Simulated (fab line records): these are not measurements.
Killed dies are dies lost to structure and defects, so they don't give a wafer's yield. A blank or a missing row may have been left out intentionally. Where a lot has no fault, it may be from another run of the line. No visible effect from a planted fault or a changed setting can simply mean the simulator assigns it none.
Struck lot and sound lot, side by side    flow sky130    15 steps out of a route of 708
Sound: these wafers, L699.1, L699.3, L699.6. Struck: wafers L690.4, L690.5, L690.6. The cause comes at the end.
Order at every step that has rows: each side's tool, ch and its chambers, its first start. Under that, the readings that differ: sound wafers    struck wafers    difference of the means    sigmas: that difference in standard deviations of wafers without a fault.
alike: words and numbers the same on both sides, and readings whose means are apart by under 2 such deviations; not compared: readings that were withheld, readings missing a value for some wafer, numbers with overlapping values and no deviation given by the record, and bounds like >300 which may hide the same value.
Wherever a step has rows on one side only, a row that says differs or no value, or a row with sigmas, the two part there. Numbers that have no deviation but don't overlap get no sigmas and don't part them. A reading that every wafer of one side lacks parts them only if that side has two wafers or more.

first, 4 steps without rows for these wafers: SKY_DNWELL_EXPOSE_04 (exposes mask DNM, target cd 3000 nm); SKY_DNWELL_PEB_05; SKY_DNWELL_DEVELOP_06 (develop time 60 s); SKY_DNWELL_IMPLANT_07.
SKY_DNWELL_STRIP_08: strips in O2/N2.
  sound on plasmaAsher-04 ch 0,1, day 6 14:44; struck on plasmaAsher-03 ch 0,1, day 4 19:58
  alike: chamberPressureMTorr, drypumpMotorCurrentA, oesProductAu, stripTimeToEndpointS
  not compared: rfHoursCounterH
SKY_DNWELL_TW_MEAS_09:
  struck on filmMetro-04, day 4 20:04; sound on filmMetro-01, day 6 14:50
  alike: DNWELL_TW
then, 6 steps without rows for these wafers: SKY_PWDE_DEHYDRATE_00 (time 60 s); SKY_PWDE_HMDS_01 (prime time 60 s); SKY_PWDE_COAT_02 (resist thk 3000 nm); SKY_PWDE_SOFTBAKE_03; SKY_PWDE_EXPOSE_04 (exposes mask PWDEM, target cd 840 nm); SKY_PWDE_PEB_05.
SKY_PWDE_DEVELOP_06: develop time 60 s.
  sound on lithoTrack-03 ch 0, day 7 09:00; struck on lithoTrack-01 ch 0, day 5 14:00
reading             sound              struck             difference  sigmas
developerTempC (C)  22.87 22.91 22.90  23.90 23.92 23.92  +1.02       +9
  alike: exhaustPa
SKY_PWDE_OVL_MEAS_07:
  struck on overlay-02, day 5 14:12; sound on overlay-01, day 7 10:05
  alike: PWDE_OVL
-- the record jumps here: 42 days lie between the struck wafers' starts before and after (it left off in module PWDE and takes up again in module PAD_OPEN, whose first step shown is number 708 of the route) --
SKY_PAD_OPEN_PROBE_99:
  struck on prober-02, day 47 13:37; sound on prober-01, day 50 02:48
  alike: killed_at_M0_to_M3, killed_at_M4_up, killedAtContacts, killedAtFrontEnd, killedAtOther, killedDies, killedOpen, killedShort

WHERE THEY PART
Only at SKY_PWDE_DEVELOP_06, as far as this record shows. Later steps at which nothing parts them and some readings are alike: SKY_PWDE_OVL_MEAS_07, SKY_PAD_OPEN_PROBE_99.

WHY: what the simulator had put in
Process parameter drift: lithoTrack-01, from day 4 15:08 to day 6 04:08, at SKY_PWDE_DEVELOP_06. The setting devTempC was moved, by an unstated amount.
